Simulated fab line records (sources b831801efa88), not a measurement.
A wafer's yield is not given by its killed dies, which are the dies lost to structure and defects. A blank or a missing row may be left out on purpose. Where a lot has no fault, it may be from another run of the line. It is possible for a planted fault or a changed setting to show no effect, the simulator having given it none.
fab line records	flow sky130
record: lots: 5	wafers: 14	last-day: 50
route steps=708 shown VIA4@645 METAL5@661 PAD_OPEN@708
lots untouched by any fault: they come from a run of this same line in which no faults occurred
start-h: start of the lot's first displayed wafer, in hours after the record's first day	wait-h: time in hours since the lot's previous step	" same as the row above	L1.1+2: one row covering several wafers at once	- either no value or no given start	* or withheld: withheld	< > ~ a bound
route shown NAME@n: names a module that has steps shown in the file, with the first one's number in the route	usual: mean/standard deviation taken from wafers without a fault	same: alike in all rows	chamber/n: place in a boat	sites: per-site readings	_std_site: standard deviation across them	_edge_site: inner sites' mean taken away from outer sites' mean	radius-mm: how far each site lies from the wafer's centre	mask NAME#n: copy n	behind: the tool/chamber that last shaped the wafer	hold: reason for holding the lot/hours on hold/outcome of the hold	device: names the non-switching transistor (n, p or np)	end of line: tests of these same wafers at the route's end	a step with no rows: only its recipe	killed: at the first sort, the dies lost to defects and structure; wafer yield is something else	map: a wafer's dies, x killed, . not, _ none there
set.NAME: setting as actually run; set.NAME@STEP: the setting as run at that earlier step	model.NAME: the simulator's own value behind a step, which no gauge read
a table for each step, a row for each wafer; lots at some steps of the route
services: when a tool's chamber went out of use (start-h, in hours from the record's first day, below 0 if earlier), for how many hours, and the reason
== steps ==
step: SKY_VIA4_COAT_06
recipe: resist: NOVOLAK	spin-rpm: 3000	resist-thk-nm: 1140
step: SKY_VIA4_SOFTBAKE_07
recipe: temp-c: 90	time-s: 60	resist: NOVOLAK
step: SKY_VIA4_EXPOSE_08
recipe: mask-id: VIM4	na: 0.6	source-shape: conventional	sigma-outer: 0.6	polarization: unpolarized	target-cd-nm: 800	dose-mj: 132
step: SKY_VIA4_PEB_09
recipe: temp-c: withheld	time-s: *	resist: NOVOLAK
step: SKY_VIA4_DEVELOP_10
recipe: resist: NOVOLAK	developer: TMAH	develop-time-s: 60	dev-temp-c: 23
step: SKY_VIA4_OVL_MEAS_11
usual: VIA4_OVL: -0.1/1.5
lot.wafer	tool	chamber	start-h	wait-h	VIA4_OVL[nm]
L848.5	overlay-01	-	1051.37	0.0	-0.8
L848.6	"	-	"	"	0.0
L853.2	overlay-02	-	1090.36	0.1	-1.0
L853.4	"	-	"	"	0.0
L853.6	"	-	"	"	-0.8
L857.3	overlay-02	-	1107.47	0.1	0.5
L857.4	"	-	"	"	0.5
L857.6	"	-	"	"	4.2
L863.3	overlay-01	-	1135.55	0.1	-1.6
L863.5	"	-	"	"	-1.8
L863.6	"	-	"	"	-2.4
L864.1	overlay-02	-	1141.02	0.1	-1.8
L864.3	"	-	"	"	-2.9
L864.5	"	-	"	"	0.0
step: SKY_VIA4_ETCH_12
recipe: target: SiO2	chemistry: C4F8/O2/Ar	stop-on: TiN	mask-material: NOVOLAK	source-w: 1500	bias-w: 1200	pressure-mtorr: 40	c4f8-flow-sccm: withheld	O2_flow_sccm: 6	Ar_flow_sccm: 300	time-s: withheld	target-depth-a: 5800
usual: chamber-pressure-mTorr: 40.00/0.036	oes-product-au: 0.925/0.0047
lot.wafer	tool	chamber	start-h	wait-h	chamber-pressure-mTorr	oes-product-au
L848.5	rie-diel-02	0	1051.41	0.0	40.02	0.928
L848.6	"	3	"	"	39.99	0.921
L853.2	rie-diel-03	0	1090.39	0.0	39.99	0.924
L853.4	"	3	"	"	40.08	0.924
L853.6	"	1	"	"	40.01	0.924
L857.3	rie-diel-02	0	1107.49	0.0	39.99	0.927
L857.4	"	2	"	"	40.00	0.934
L857.6	"	2	"	"	40.04	0.924
L863.3	rie-diel-01	0	1135.58	0.0	40.02	0.935
L863.5	"	2	"	"	39.98	0.925
L863.6	"	1	"	"	39.99	0.923
L864.1	rie-diel-03	3	1141.05	0.0	39.99	0.930
L864.3	"	2	"	"	40.04	0.921
L864.5	"	3	"	"	40.07	0.925
step: SKY_VIA4_STRIP_13
recipe: chemistry: O2/N2	power-w: 1400	pressure-mtorr: 1500	platen-temp-c: withheld	o2-flow-sccm: 3000	n2-flow-sccm: 300	overash-fraction: 0.5
usual: chamber-pressure-mTorr: 1499.7/1.4	drypump-motor-current-A: 5.56/0.3	oes-product-au: 0.709/0.0042	strip-time-to-endpoint-s: 12.80/0.031
lot.wafer	tool	chamber	start-h	wait-h	chamber-pressure-mTorr	drypump-motor-current-A	oes-product-au	rf-hours-counter-h	strip-time-to-endpoint-s
L848.5	plasma-asher-01	1	1051.52	-	1497.0	5.85	0.708	-	12.78
L848.6	"	0	"	"	1500.7	5.34	0.711	-	12.79
L853.2	plasma-asher-03	0	1090.46	-	1498.7	5.41	0.718	2	12.87
L853.4	"	1	"	"	1501.2	5.22	0.710	-	12.84
L853.6	"	0	"	"	1500.5	5.40	0.710	-	12.79
L857.3	plasma-asher-01	0	1107.60	-	1501.4	5.34	0.713	-	12.80
L857.4	"	1	"	"	1500.6	5.84	0.715	-	12.83
L857.6	"	0	"	"	1498.1	5.33	0.712	-	12.83
L863.3	plasma-asher-02	1	1135.68	-	1503.3	5.35	0.713	-	12.82
L863.5	"	1	"	"	1498.3	5.37	0.705	-	12.77
L863.6	"	0	"	"	1498.6	6.02	0.710	-	12.81
L864.1	plasma-asher-03	0	1141.13	-	1499.2	5.40	0.702	9	12.77
L864.3	"	1	"	"	1500.4	5.23	0.706	-	12.80
L864.5	"	1	"	"	1501.1	5.19	0.709	-	12.81
step: SKY_VIA4_STRIP_14
recipe: chemistry: post-etch-residue-remover	time-s: 1200	temp-c: 72.5
step: SKY_VIA4_CLEAN_15
recipe: chemistry: IPA	time-s: 180	temp-c: 25
step: SKY_VIA4_CLEAN_16
recipe: chemistry: O3/DIW	dry: n2-spin
step: SKY_VIA4_SPUTTER_17
recipe: material: TiN	target-thk-nm: 20	chamber-pressure-pa: 5	power-w: 4000	time-s: 80
usual: throttle-valve-pct: 29.6/0.95
lot.wafer	tool	chamber	start-h	wait-h	throttle-valve-pct
L848.5	pvd-sputter-02	-	1052.08	0.0	28.9
L848.6	"	-	"	"	28.9
L853.2	pvd-sputter-02	-	1091.06	0.0	28.6
L853.4	"	-	"	"	28.3
L853.6	"	-	"	"	28.4
L857.3	pvd-sputter-01	-	1108.20	0.0	30.3
L857.4	"	-	"	"	30.7
L857.6	"	-	"	"	29.9
L863.3	pvd-sputter-04	-	1136.25	0.0	29.7
L863.5	"	-	"	"	29.6
L863.6	"	-	"	"	31.8
L864.1	pvd-sputter-02	-	1141.92	0.0	28.2
L864.3	"	-	"	"	28.7
L864.5	"	-	"	"	28.4
step: SKY_VIA4_CVD_18
recipe: material: W	target-thk-nm: 505	time-s: 152.14	temp-c: 400	pressure-torr: 40
usual: heater-power-outer-w: 507/53	heater-power-w: 873/100
lot.wafer	tool	chamber	start-h	wait-h	heater-power-outer-w	heater-power-w	model.W_of_VIA4_CVD_18.thk-nm
L848.5	cvd-w-02	1	1052.21	0.1	446	791	502.6
L848.6	"	0	"	"	499	784	705.9
L853.2	cvd-w-01	1	1091.12	0.0	583	1067	494.2
L853.4	"	1	"	"	572	1058	496.7
L853.6	"	0	"	"	547	920	502.5
L857.3	cvd-w-01	1	1108.31	0.1	584	1069	504.5
L857.4	"	0	"	"	547	919	499.9
L857.6	"	1	"	"	589	1029	501.6
L863.3	cvd-w-01	1	1136.36	0.1	581	1045	493.1
L863.5	"	1	"	"	573	1053	498.8
L863.6	"	0	"	"	562	900	496.9
L864.1	cvd-w-02	0	1141.98	0.0	487	823	513.8
L864.3	"	1	"	"	451	792	501.8
L864.5	"	0	"	"	483	782	507.9
step: SKY_VIA4_RS_MEAS_19
recipe: thk-meas-gauge: four-point-probe	reads: W_of_VIA4_CVD_18+TiN_of_VIA4_SPUTTER_17
usual: VIA4_W_RS: 0.2267/0.0023
lot.wafer	tool	chamber	start-h	wait-h	VIA4_W_RS[ohm/sq]
L848.5	film-metro-01	-	1052.34	0.1	0.2275
L848.6	"	-	"	"	0.1618
L853.2	film-metro-02	-	1091.29	0.1	0.2311
L853.4	"	-	"	"	0.2305
L853.6	"	-	"	"	0.2279
L857.3	film-metro-01	-	1108.45	0.1	0.2269
L857.4	"	-	"	"	0.2289
L857.6	"	-	"	"	0.2280
L863.3	film-metro-03	-	1136.50	0.1	0.2326
L863.5	"	-	"	"	0.2298
L863.6	"	-	"	"	0.2308
L864.1	film-metro-03	-	1142.13	0.1	0.2234
L864.3	"	-	"	"	0.2287
L864.5	"	-	"	"	0.2260
step: SKY_VIA4_THK_MEAS_20
recipe: thk-meas-gauge: xrf	reads: W_of_VIA4_CVD_18
usual: VIA4_W_THK: 506/7.5
lot.wafer	tool	chamber	start-h	wait-h	VIA4_W_THK[nm]
L848.5	film-metro-01	-	1052.42	0.1	508
L848.6	"	-	"	"	714
L853.2	film-metro-02	-	1091.40	0.1	494
L853.4	"	-	"	"	492
L853.6	"	-	"	"	499
L857.3	film-metro-01	-	1108.55	0.1	511
L857.4	"	-	"	"	505
L857.6	"	-	"	"	508
L863.3	film-metro-03	-	1136.60	0.1	489
L863.5	"	-	"	"	497
L863.6	"	-	"	"	494
L864.1	film-metro-03	-	1142.25	0.1	511
L864.3	"	-	"	"	500
L864.5	"	-	"	"	508
step: SKY_VIA4_CMP_21
recipe: stop-on: SiO2	t-overpolish-s: 25	down-force-psi: 3.5	platen-rpm: 60	target-thk-nm: 0	pad-velocity-m-s: 0.94248
usual: motor-current-A: 10.7/1	slurry-flow-ml-min: 149.9/0.45	time-to-endpoint-s: 121/4.4
lot.wafer	tool	chamber	start-h	wait-h	motor-current-A	slurry-flow-ml-min	time-to-endpoint-s
L848.5	cmp-01	1	1052.64	0.2	10.0	149.7	116
L848.6	"	2	"	"	10.0	150.5	177
L853.2	cmp-02	0	1091.54	0.1	9.9	149.7	123
L853.4	"	2	"	"	11.1	149.7	125
L853.6	"	3	"	"	10.4	150.3	120
L857.3	cmp-01	3	1108.59	0.0	12.4	150.6	126
L857.4	"	0	"	"	11.7	150.2	125
L857.6	"	3	"	"	12.5	150.1	127
L863.3	cmp-02	2	1136.74	0.1	11.0	149.8	123
L863.5	"	0	"	"	10.2	149.6	127
L863.6	"	1	"	"	10.1	150.3	124
L864.3	cmp-02	1	1142.36	0.1	10.6	150.4	124
L864.1	"	2	"	"	11.4	150.0	127
L864.5	"	0	"	"	10.3	150.1	122
step: SKY_METAL5_SPUTTER_00
recipe: material: Ti	target-thk-nm: 15	power-w: 3000	time-s: 10	chamber-pressure-pa: 0.4
usual: throttle-valve-pct: 30.0/0.8
lot.wafer	tool	chamber	start-h	wait-h	throttle-valve-pct
L848.5	pvd-sputter-01	-	1052.75	0.1	30.3
L848.6	"	-	"	"	30.8
L853.2	pvd-sputter-04	-	1091.79	0.2	30.0
L853.4	"	-	"	"	31.3
L853.6	"	-	"	"	29.6
L857.3	pvd-sputter-03	-	1108.89	0.2	29.9
L857.4	"	-	"	"	30.7
L857.6	"	-	"	"	29.4
L863.3	pvd-sputter-01	-	1136.94	0.1	30.6
L863.5	"	-	"	"	30.3
L863.6	"	-	"	"	30.1
L864.1	pvd-sputter-04	-	1142.61	0.1	31.6
L864.3	"	-	"	"	29.7
L864.5	"	-	"	"	29.6
step: SKY_PAD_OPEN_PROBE_99
usual: defect-limited-yield: 82.3/1.9	killed_at_M0_to_M3: 44/6.9	killed_at_M4_up: 3.3/2.1	killed-at-contacts: 24/4.8	killed-at-front-end: 15/4.4	killed-at-other: 0.2/0.48	killed-dies: 87/9.5	killed-open: 48/6.5	killed-short: 39/6.3	sort_bin_3_pad_short: 0.9/0.48	sort_bin_5_function: 10.5/1.5	sort_bin_6_memory: 6.3/1.1	sort-n-pass: 405/9.5	sort-yield-pct: 82.3/1.9
same: gross-dies: 492	killed-at-back-side: 0	sort_bin_4_leakage[%]: 0	sort_bin_8_speed[%]: 0
lot.wafer	tool	chamber	start-h	wait-h	defect-limited-yield[%]	killed_at_M0_to_M3	killed_at_M4_up	killed-at-contacts	killed-at-front-end	killed-at-other	killed-dies	killed-open	killed-short	sort_bin_3_pad_short[%]	sort_bin_5_function[%]	sort_bin_6_memory[%]	sort-n-pass	sort-yield-pct[%]
L848.5	prober-01	-	1118.42	0.2	83.9	34	4	25	16	0	79	52	26	0.2	9.6	6.3	413	83.9
killed by level:class
L848.5 CONTACT:geometric-particle:open=12 VIA3:geometric-particle:open=9 LI_CONTACT:geometric-particle:open=7 VIA1:geometric-particle:open=6 FIELD_ISO:geometric-particle:short=4 METAL1:geometric-particle:short=4 FIELD_ISO:geometric-particle:open=3 CONTACT:geometric-particle:short=3
== services ==
tool	chamber	start-h	hours	kind
cvd-w-02	-	1035.29	1.2	repair
cmp-01	-	1041.87	1.3	repair
pvd-sputter-04	-	1042.56	3.5	repair
plasma-asher-03	-	1055.25	9.0	pm
plasma-asher-03	0	1055.25	9.0	vent-cycle
plasma-asher-03	1	1055.25	9.0	vent-cycle
cvd-w-01	-	1062.40	14.6	pm
plasma-asher-03	0	1064.25	-	clean
plasma-asher-03	1	1064.25	-	clean
rie-diel-02	0	1071.73	5.4	repair
rie-diel-01	-	1083.40	28.1	pm
cmp-01	-	1084.95	4.0	pm
plasma-asher-02	-	1098.79	30.3	repair
plasma-asher-01	-	1108.41	0.9	repair
cmp-02	-	1111.62	2.1	repair
pvd-sputter-01	-	1114.84	2.6	repair
pvd-sputter-03	-	1115.12	3.4	repair
cvd-w-02	-	1128.64	2.0	repair
pvd-sputter-04	-	1129.60	3.5	repair
cmp-01	-	1133.15	7.5	pm
rie-diel-02	1	1135.07	4.1	repair
pvd-sputter-03	-	1136.29	9.7	repair
pvd-sputter-03	-	1137.31	2.6	repair
cvd-w-01	0	1141.43	35.6	repair
== key ==
first-sign: step: SKY_VIA4_RS_MEAS_19	reading: VIA4_W_RS	direction: down	sigmas: 28	usual: 0.2267	struck: 0.1618
effect: step: SKY_VIA4_THK_MEAS_20	reading: VIA4_W_THK	direction: up	sigmas: 27	usual: 506	struck: 714
effect: step: SKY_VIA4_CMP_21	reading: time-to-endpoint-s	direction: up	sigmas: 13	usual: *	struck: *
model-effect: step: SKY_VIA4_CVD_18	value: W_of_VIA4_CVD_18.thk-nm	without: 512.6	struck: 705.9
met-at SKY_VIA4_CVD_18
struck-wafers L848.6
fault: kind: process-parameter-drift	tool: cvd-w-02	chamber: -	onset-h: 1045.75	steps: SKY_VIA4_CVD_18	channel: target-thk-nm	offset: 193.01	shape: step	end-h: 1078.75	scope: struck-wafers-only	acts-in: these-recipes-only	stated: 505
